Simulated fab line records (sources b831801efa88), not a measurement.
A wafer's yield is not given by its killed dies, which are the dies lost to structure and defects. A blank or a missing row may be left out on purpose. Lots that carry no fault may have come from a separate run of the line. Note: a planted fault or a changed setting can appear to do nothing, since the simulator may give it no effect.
Check of tool commonality	flow gf180mcu	13 lots, 39 wafers sampled

THE REASON FOR OPENING IT
GF_VT_IMPLANT_RS_MEAS_47, reading NWELL_RS: flagged on 2 of 13 lots. Wafers without a fault read 487.9 ohm/sq, standard deviation 1.2.
Rule: a lot is flagged in two cases, either no wafer of it has a number, or all its wafers with numbers fall more than 4 standard deviations from that mean. All remaining lots are regarded as sound.

lot	measured	on	NWELL_RS (ohm/sq), wafer by wafer	flag
L369	day 7 13:59	film-metro-03	487.8 485.3 485.8	
L370	day 7 21:48	film-metro-03	488.1 488.0 489.9	
L371	day 8 05:19	film-metro-03	488.7 486.6 488.8	
L372	day 8 08:31	film-metro-03	487.5 486.4 488.3	
L373	day 8 16:48	film-metro-03	488.0 486.6 486.9	
L380	day 10 16:53	film-metro-04	478.9 479.4 479.1	FLAGGED
L381	day 10 21:02	film-metro-03	478.1 477.9 478.3	FLAGGED
L383	day 11 12:23	film-metro-03	489.6 486.8 486.7	
L384	day 11 18:18	film-metro-04	488.9 487.7 488.4	
L387	day 12 13:30	film-metro-04	489.1 490.0 488.5	
L388	day 12 21:43	film-metro-04	489.6 487.9 488.6	
L390	day 13 09:44	film-metro-01	487.7 487.6 488.4	
L391	day 13 17:44	film-metro-03	488.8 488.4 488.8	
Average over the flagged lots: 478.6 ohm/sq; offset from the usual -9.3 ohm/sq, equal to -8 standard deviations.

LOT BY LOT: THE TOOL USED
The record holds 1 process step before the reading, out of a route of 602 steps. In each cell: the tool, then ch and the chambers that the sampled wafers went through, then the start.
lot	flag	GF_NWELL_IMPLANT_08
L369		implanter-01 ch 0, day 3 07:25
L370		implanter-02 ch 0, day 3 13:17
L371		implanter-01 ch 0, day 3 18:42
L372		implanter-03 ch 0, day 3 23:47
L373		implanter-02 ch 0, day 4 06:13
L380	FLAGGED	implanter-02 ch 0, day 5 20:06
L381	FLAGGED	implanter-02 ch 0, day 6 02:06
L383		implanter-03 ch 0, day 6 12:42
L384		implanter-03 ch 0, day 6 18:16
L387		implanter-03 ch 0, day 7 09:10
L388		implanter-03 ch 0, day 7 16:14
L390		implanter-01 ch 0, day 8 02:10
L391		implanter-01 ch 0, day 8 06:45
What is done by these steps:
- GF_NWELL_IMPLANT_08
- GF_VT_IMPLANT_RS_MEAS_47: measures by four-point-probe.

FLAGGED OVER TOTAL, TOOL BY TOOL (the gauges that took the reading come last)
step	tool	lots run	flagged	share of the flagged lots	sound lots run after its first flagged lot
GF_NWELL_IMPLANT_08	implanter-01	4	0	none	-
GF_NWELL_IMPLANT_08	implanter-02	4	2	all	0
GF_NWELL_IMPLANT_08	implanter-03	5	0	none	-
GF_VT_IMPLANT_RS_MEAS_47	film-metro-01	1	0	none	-
GF_VT_IMPLANT_RS_MEAS_47	film-metro-03	8	1	some	2 (L383,L391)
GF_VT_IMPLANT_RS_MEAS_47	film-metro-04	4	1	some	3 (L384,L387,L388)

WHAT THE TABLE ALLOWS
1 row of the table ran every flagged lot: implanter-02 at GF_NWELL_IMPLANT_08.
- implanter-02 at GF_NWELL_IMPLANT_08 ran 4 lots, 2 of them flagged. Last sound lot L373 at day 4 06:13, first flagged lot L380 at day 5 20:06; a fault beginning in between fits. Its own readings (beam-energy-keV) fall more than 4 standard deviations out on all wafers of the flagged lots.
Left over: one tool, implanter-02 at GF_NWELL_IMPLANT_08.

WHAT THE SIMULATOR HAD INSERTED
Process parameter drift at GF_NWELL_IMPLANT_08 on implanter-02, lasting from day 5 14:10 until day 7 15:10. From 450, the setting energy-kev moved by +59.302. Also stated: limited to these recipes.
Lots struck among those shown: L380, L381. The rule above found the same.
